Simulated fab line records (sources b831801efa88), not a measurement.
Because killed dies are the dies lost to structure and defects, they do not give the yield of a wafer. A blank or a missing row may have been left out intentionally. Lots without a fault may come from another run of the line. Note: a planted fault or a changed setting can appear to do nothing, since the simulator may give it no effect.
Code-filled problem report in 8D (eight disciplines) form + flow gf180mcu + the parts of the form that need people (team, actions taken, sign-off) are left out

## 1. WHAT WENT WRONG
LVPWELL_TW at GF_LVPWELL_TW_MEAS_11 reads a mean of 525.2 on 6 wafers of 2 lots; wafers without a fault read 561.5 with a standard deviation of 2.7. That is -13 standard deviations from the usual mean.
Earliest sighting: wafer L232.1 on film metro-01 at day 7 17:56. The record has a number at this step for 42 wafers belonging to 14 lots. The rule behind "out" and "out of limits": a value lying over 4 standard deviations away from the usual mean. All remaining wafers that have a number are taken as sound.

## 2. WHAT THIS IS AND IS NOT
| question                    | is                           | is not                                                                                 |
|-----------------------------|------------------------------|----------------------------------------------------------------------------------------|
| which readings at this step | LVPWELL_TW                   | -                                                                                      |
| which lots                  | L232, L233                   | L215, L216, L217, L219, L220, L222, L224, L228, L235, L236, L237, L238                 |
| which wafers of those lots  | all that have a number       | -                                                                                      |
| read on which gauges        | film metro-01, film metro-04 | film metro-03                                                                          |
| when                        | from day 7 17:56             | up to then (24 sound wafers); but 12 sound wafers of L235, L236, L237, L238 came after |

## 3. THE SUSPECTS, EACH WITH WHAT RULES IT OUT
Counting: a tool at a process step up to the reading stays a suspect if it ran every lot that is out and no sound lot after the first of them.
- the gauge at GF_LVPWELL_TW_MEAS_11 is ruled out. The wafers that are out were read on 2 gauges (film metro-01, film metro-04).
- implanter-02 at GF_LVPWELL_IMPLANT_09: ruled out as a lasting fault. After its first lot that is out, L232 (day 7 17:41), sound lots L235, L237, L238 ran on it.
Left after counting: nothing in the record.

## 4. THE CAUSE (what the simulator had put in)
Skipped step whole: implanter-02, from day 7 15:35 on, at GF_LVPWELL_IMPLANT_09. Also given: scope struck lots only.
The count ruled it out by mistake, since the rule takes a fault to strike every lot its tool runs from the start of the fault on, and this one did not do so.

## 5. SEQUENCE OF EFFECTS, ordered by route
One row per reading whose mean, taken over the struck wafers that have a number, lies over 3 standard deviations from the usual. Only readings for which the record gives a usual standard deviation are gone through. hours: the time from each lot's start at the first step in this table that gives one to its start at this step, as a median over the lots. sigmas: the change in usual standard deviations.
| hours | step                     | reading    | usual       | on struck wafers | change | sigmas |
|-------|--------------------------|------------|-------------|------------------|--------|--------|
| 0     | GF_LVPWELL_TW_MEAS_11    | LVPWELL_TW | 561.5       | 525.2            | -36.3  | -13    |
| 106   | GF_VT_IMPLANT_RS_MEAS_48 | LVPWELL_RS | 1197 ohm/sq | 1536             | +339   | +92    |
Readings that are blank on the struck wafers while sound wafers have them: beam energy keV at GF_LVPWELL_IMPLANT_09; beam on s at GF_LVPWELL_IMPLANT_09; faraday current uA at GF_LVPWELL_IMPLANT_09.

## 6. WHAT WOULD HAVE CAUGHT IT SOONER
2 hours passed between the start of the fault at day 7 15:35 and the first reading out of limits at a measuring or inspecting step in this record, taken at day 7 17:56.
At GF_LVPWELL_IMPLANT_09 the tool's readings are blank on the struck wafers, where sound wafers have them: an empty tool record is the first sign, and it was there at once.
